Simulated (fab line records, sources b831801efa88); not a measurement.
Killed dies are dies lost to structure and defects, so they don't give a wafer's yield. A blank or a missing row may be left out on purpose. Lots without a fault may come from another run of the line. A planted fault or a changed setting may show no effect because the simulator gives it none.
Chamber matching | flow gf180mcu | GF_V2_CVD_02 on pecvd-03: 3 sister chambers
The step deposits SiO2 from TEOS, target thk 850 nm, time 94.851 s. 3 wafers are shown with their chamber, then 8 later ones without.

WAFERS WITH THEIR CHAMBER
wafer  | chamber | heater_power_w (W)
L085.4 | 0       | 477
L085.5 | 2       | 653
L089.3 | 1       | 605

WAFERS WITHOUT THEIR CHAMBER
wafer  | heater_power_w (W)
L089.4 | 586
L089.6 | 654
L090.1 | 680
L090.2 | 540
L090.3 | 624
L095.1 | 716
L095.3 | 624
L095.5 | 652

WHICH CHAMBER EACH WENT THROUGH
wafer  | from the rows above          | in truth
L089.4 | can't be placed: 1 or 2      | 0
L089.6 | can't be placed: 2 or 1      | 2
L090.1 | can't be placed: 2 or 1      | 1
L090.2 | can't be placed: 0 or 1 or 2 | 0
L090.3 | can't be placed: 1 or 2      | 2
L095.1 | can't be placed: 2 or 1      | 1
L095.3 | can't be placed: 1 or 2      | 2
L095.5 | can't be placed: 2 or 1      | 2
Placed correctly: 0 of 8. Can't be placed from these rows: 8 (the true chamber is among the candidates in 7). Placed wrongly: 0.
How it was worked out, from the rows above alone: a wafer's distance from a chamber is the root of the sum, over the readings, of the square of ((its reading less the chamber's mean) divided by the reading's scatter). The wafer belongs to the nearest chamber; if the next one is less than 2 further off, it can't be placed. A chamber's mean is the mean of its shown wafers. The scatter: with one shown wafer a chamber, the root of the mean of the squares of how far each hidden wafer lies from its nearest shown one.
